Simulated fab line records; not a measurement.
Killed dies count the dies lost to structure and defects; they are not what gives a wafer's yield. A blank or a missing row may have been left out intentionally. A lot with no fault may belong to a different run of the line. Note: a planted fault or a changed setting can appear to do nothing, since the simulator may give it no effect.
fab line records | flow gf180mcu
record: lots: 6 | wafers: 18 | last_day: 34
route steps=602 shown HV_LDD@182
lots that met no fault: from a run of the same line without faults
start_h: hours from the record's first day to the start of the lot's first wafer shown | wait_h: hours from the lot's prior step to this one | " same as the row above | L1.1+2: a single row standing in for several wafers | - value missing, or start not given | * or withheld: withheld | < > ~ a bound
route shown NAME@n: names a module that has steps shown in the file, with the first one's number in the route | usual: mean/standard deviation taken from wafers without a fault | same: alike in all rows | chamber/n: place in a boat | sites: each site's reading | _std_site: the values' standard deviation | _edge_site: mean of outer sites minus mean of inner sites | radius_mm: how far each site lies from the wafer's centre | mask NAME#n: copy n | behind: the tool/chamber that last shaped the wafer | hold: what put the lot on hold/how long, in hours/how the hold closed | device: names the non-switching transistor (n, p or np) | end of line: tests of these same wafers at the route's end | a step with no rows: only its recipe | killed: not the wafer's yield, but the dies lost to structure and defects at the first sort | map: per-die view of a wafer (x killed, . not killed, _ where there is no die)
set.NAME: the setting as run; set.NAME@STEP: as run at that earlier step | model.NAME: the simulator's own value behind a step, which no gauge read
certain route steps with their lots: each step a table, each wafer a row
services: when a tool's chamber went out of use (start_h, in hours from the record's first day, below 0 if earlier), for how many hours, and the reason
== steps ==
step: GF_HV_LDD_DEVELOP_06
recipe: develop_time_s: 60 | dev_temp_c: 23
step: GF_HV_LDD_CD_MEAS_07
recipe: target_cd_nm: 400
usual: cd_nm: 400.3/2.1
lot.wafer | tool      | chamber | start_h | wait_h | cd_nm
L295.1    | cd_sem-02 | -       | 262.54  | 0.1    | 402.5
L295.3    | "         | -       | "       | "      | 400.3
L295.5    | "         | -       | "       | "      | 402.8
L305.1    | cd_sem-01 | -       | 330.07  | 0.1    | 402.1
L305.3    | "         | -       | "       | "      | 401.2
L305.4    | "         | -       | "       | "      | 402.4
L307.1    | cd_sem-02 | -       | 354.27  | 0.1    | 405.7
L307.4    | "         | -       | "       | "      | 400.9
L307.6    | "         | -       | "       | "      | 402.5
L308.2    | cd_sem-01 | -       | 359.54  | 0.1    | 403.0
L308.5    | "         | -       | "       | "      | 404.2
L308.6    | "         | -       | "       | "      | 403.8
L309.1    | cd_sem-01 | -       | 361.11  | 0.1    | 402.7
L309.5    | "         | -       | "       | "      | 401.8
L309.6    | "         | -       | "       | "      | 401.6
L311.1    | cd_sem-01 | -       | 380.12  | 0.1    | 400.0
L311.3    | "         | -       | "       | "      | 401.0
L311.4    | "         | -       | "       | "      | 401.6
step: GF_HV_LDD_OVL_MEAS_08
usual: HV_LDD_OVL: 1.0/1.6
lot.wafer | tool       | chamber | start_h | wait_h | HV_LDD_OVL[nm]
L295.1    | overlay-01 | -       | 262.66  | 0.1    | 4.3
L295.3    | "          | -       | "       | "      | 3.1
L295.5    | "          | -       | "       | "      | 3.8
L305.1    | overlay-01 | -       | 330.19  | 0.1    | 1.2
L305.3    | "          | -       | "       | "      | 0.6
L305.4    | "          | -       | "       | "      | 1.9
L307.1    | overlay-01 | -       | 354.39  | 0.1    | 0.1
L307.4    | "          | -       | "       | "      | -2.3
L307.6    | "          | -       | "       | "      | 0.1
L308.2    | overlay-02 | -       | 359.65  | 0.1    | -0.1
L308.5    | "          | -       | "       | "      | -0.7
L308.6    | "          | -       | "       | "      | 1.7
L309.1    | overlay-02 | -       | 361.23  | 0.1    | 3.1
L309.5    | "          | -       | "       | "      | 4.4
L309.6    | "          | -       | "       | "      | 2.5
L311.1    | overlay-02 | -       | 380.24  | 0.1    | 1.6
L311.3    | "          | -       | "       | "      | 2.2
L311.4    | "          | -       | "       | "      | 2.1
step: GF_HV_LDD_IMPLANT_09
recipe: species: As | energy_kev: 40 | dose_cm2: 1e+14 | tilt_deg: 7
step: GF_HV_LDD_STRIP_10
recipe: chemistry: O2/N2 | power_w: 1400 | pressure_mtorr: 1500 | platen_temp_c: 250 | o2_flow_sccm: 3000 | n2_flow_sccm: 300 | overash_fraction: 0.5
usual: drypump_motor_current_A: 6.0/0.31 | heater_power_w: 349/34 | oes_product_au: 0.716/0.0041 | strip_time_to_endpoint_s: 12.64/0.037
lot.wafer | tool            | chamber | start_h | wait_h | drypump_motor_current_A | heater_power_w | oes_product_au | rf_hours_counter_h | strip_time_to_endpoint_s
L295.1    | plasma_asher-03 | 1       | 262.85  | 0.1    | 5.7                     | 308            | 0.719          | 16                 | 12.69
L295.3    | "               | 1       | "       | "      | 5.7                     | 325            | 0.712          | -                  | 12.64
L295.5    | "               | 1       | "       | "      | 5.7                     | 317            | 0.719          | -                  | 12.68
L305.1    | plasma_asher-03 | 1       | 330.38  | 0.1    | 5.7                     | 321            | 0.719          | 23                 | 12.60
L305.3    | "               | 0       | "       | "      | 6.0                     | 299            | 0.714          | -                  | 12.61
L305.4    | "               | 1       | "       | "      | 5.7                     | 324            | 0.711          | -                  | 12.61
L307.1    | plasma_asher-01 | 1       | 354.58  | 0.1    | 5.6                     | 382            | 0.723          | 73                 | 12.66
L307.4    | "               | 0       | "       | "      | 6.5                     | 375            | 0.714          | -                  | 12.67
L307.6    | "               | 0       | "       | "      | 6.5                     | 378            | 0.708          | -                  | 12.64
L308.2    | plasma_asher-02 | 0       | 359.83  | 0.1    | 6.1                     | 331            | 0.707          | 53                 | 12.60
L308.5    | "               | 0       | "       | "      | 6.1                     | 331            | 0.713          | -                  | 12.60
L308.6    | "               | 1       | "       | "      | 6.0                     | 368            | 0.717          | -                  | 12.56
L309.1    | plasma_asher-01 | 1       | 361.42  | 0.1    | 5.6                     | 377            | 0.712          | 74                 | 12.64
L309.5    | "               | 0       | "       | "      | 6.5                     | 376            | 0.714          | -                  | 12.62
L309.6    | "               | 1       | "       | "      | 5.6                     | 381            | 0.717          | -                  | 12.64
L311.1    | plasma_asher-03 | 1       | 380.43  | 0.1    | 5.7                     | 309            | 0.724          | 27                 | 12.60
L311.3    | "               | 1       | "       | "      | 5.7                     | 322            | 0.711          | -                  | 12.63
L311.4    | "               | 0       | "       | "      | 6.0                     | 289            | 0.717          | -                  | 12.59
step: GF_HV_LDD_TW_MEAS_11
usual: HV_LDD_TW: 2389/15
lot.wafer | tool          | chamber | start_h | wait_h | HV_LDD_TW
L295.1    | film_metro-01 | -       | 262.95  | 0.1    | 2361
L295.3    | "             | -       | "       | "      | 2367
L295.5    | "             | -       | "       | "      | 2363
L305.1    | film_metro-04 | -       | 330.48  | 0.1    | 2389
L305.3    | "             | -       | "       | "      | 2387
L305.4    | "             | -       | "       | "      | 2395
L307.1    | film_metro-03 | -       | 354.68  | 0.1    | 2398
L307.4    | "             | -       | "       | "      | 2386
L307.6    | "             | -       | "       | "      | 2403
L308.2    | film_metro-03 | -       | 359.94  | 0.1    | 2396
L308.5    | "             | -       | "       | "      | 2390
L308.6    | "             | -       | "       | "      | 2397
L309.1    | film_metro-01 | -       | 361.52  | 0.1    | 2381
L309.5    | "             | -       | "       | "      | 2373
L309.6    | "             | -       | "       | "      | 2389
L311.1    | film_metro-01 | -       | 380.53  | 0.1    | 2374
L311.3    | "             | -       | "       | "      | 2372
L311.4    | "             | -       | "       | "      | 2375
step: GF_HV_LDD_DEHYDRATE_12
recipe: temp_c: 200 | time_s: 60
step: GF_HV_LDD_HMDS_13
recipe: prime_time_s: 60 | prime_temp_c: 120
step: GF_HV_LDD_COAT_14
recipe: resist: NOVOLAK | spin_rpm: 3000 | resist_thk_nm: 1000
step: GF_HV_LDD_SOFTBAKE_15
recipe: temp_c: 90 | time_s: 60 | resist: NOVOLAK
step: GF_HV_LDD_EXPOSE_16
recipe: mask_id: Pplus_LV_AREA | target_cd_nm: 400 | na: 0.6 | source_shape: conventional | sigma_outer: 0.6 | dose_mj: 140
step: GF_HV_LDD_PEB_17
recipe: temp_c: withheld | time_s: * | resist: NOVOLAK
step: GF_HV_LDD_DEVELOP_18
recipe: develop_time_s: 60 | dev_temp_c: 23
usual: chill_plate_temp_C: 22.99/0.11 | develop_time_s: 60/0
lot.wafer | tool           | chamber | start_h | wait_h | chill_plate_temp_C | develop_time_s
L295.1    | litho_track-01 | 0       | 281.97  | 0.1    | 23.09              | 60
L295.3    | "              | 0       | "       | "      | 22.88              | 60
L295.5    | "              | 0       | "       | "      | 22.90              | 60
L305.1    | litho_track-04 | 0       | 351.94  | 0.1    | 22.86              | 60
L305.3    | "              | 0       | "       | "      | 22.92              | 60
L305.4    | "              | 0       | "       | "      | 22.97              | 60
L307.1    | litho_track-02 | -       | 376.26  | 0.1    | -                  | -
L307.4    | "              | -       | "       | "      | -                  | -
L307.6    | "              | -       | "       | "      | -                  | -
L308.2    | litho_track-04 | -       | 382.07  | 0.1    | -                  | -
L308.5    | "              | -       | "       | "      | -                  | -
L308.6    | "              | -       | "       | "      | -                  | -
L309.1    | litho_track-01 | 0       | 383.97  | 0.1    | 23.08              | 60
L309.5    | "              | 0       | "       | "      | 23.08              | 60
L309.6    | "              | 0       | "       | "      | 23.16              | 60
L311.1    | litho_track-04 | 0       | 403.29  | 0.1    | 23.12              | 60
L311.3    | "              | 0       | "       | "      | 23.03              | 60
L311.4    | "              | 0       | "       | "      | 23.03              | 60
step: GF_HV_LDD_CD_MEAS_19
recipe: target_cd_nm: 400
usual: cd_nm: 399.9/2.6
lot.wafer | tool      | chamber | start_h | wait_h | cd_nm
L295.1    | cd_sem-02 | -       | 282.12  | 0.1    | 397.7
L295.3    | "         | -       | "       | "      | 399.8
L295.5    | "         | -       | "       | "      | 399.2
L305.1    | cd_sem-01 | -       | 352.09  | 0.1    | 399.8
L305.3    | "         | -       | "       | "      | 400.2
L305.4    | "         | -       | "       | "      | 401.5
L307.1    | cd_sem-01 | -       | 376.41  | 0.1    | -
L307.4    | "         | -       | "       | "      | -
L307.6    | "         | -       | "       | "      | -
L308.2    | cd_sem-02 | -       | 382.21  | 0.1    | -
L308.5    | "         | -       | "       | "      | -
L308.6    | "         | -       | "       | "      | -
L309.1    | cd_sem-01 | -       | 384.12  | 0.1    | 395.2
L309.5    | "         | -       | "       | "      | 396.3
L309.6    | "         | -       | "       | "      | 398.3
L311.1    | cd_sem-01 | -       | 403.44  | 0.1    | 400.9
L311.3    | "         | -       | "       | "      | 402.4
L311.4    | "         | -       | "       | "      | 399.2
== services ==
tool            | chamber | start_h | hours | kind
plasma_asher-03 | -       | 251.07  | 1.4   | repair
plasma_asher-02 | -       | 291.32  | 2.8   | pm
plasma_asher-01 | -       | 308.15  | 1.0   | repair
plasma_asher-02 | -       | 308.26  | 4.3   | repair
litho_track-04  | -       | 316.15  | -     | consumable_replace:filter
plasma_asher-02 | -       | 331.13  | 5.5   | repair
plasma_asher-03 | -       | 337.96  | 14.6  | pm
== key ==
first_sign: step: GF_HV_LDD_DEVELOP_18 | reading: tool_record | direction: missing
effect none on later readings
met_at GF_HV_LDD_DEVELOP_18
struck_wafers L307.1,L307.4,L307.6,L308.2,L308.5,L308.6
later_rows_left_out L307.1,L307.4,L307.6,L308.2,L308.5,L308.6
sort_left_out L307.1,L307.4,L307.6,L308.2,L308.5,L308.6
tester_left_out L307,L308
onset_between 351.94 376.26
fault: kind: skipped_step_whole | tool: litho_track-02,litho_track-04 | chamber: - | onset_h: 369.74 | steps: GF_HV_LDD_DEVELOP_18 | scope: struck_lots_only
tester_left_out: of these lots the tester's yield and bins aren't shown, on N5 and GAA mostly nor the transistor test; their killed dies are dies lost to structure and defects alone, not to doping, threshold or leakage, so they don't give the yield
sort_left_out: the simulated sort isn't trusted on such a fault, so these wafers' sort isn't shown, and their yield isn't known
later_rows_left_out: the simulator's readings of these wafers behind a module that went badly wrong aren't trusted and aren't shown, but for the sort
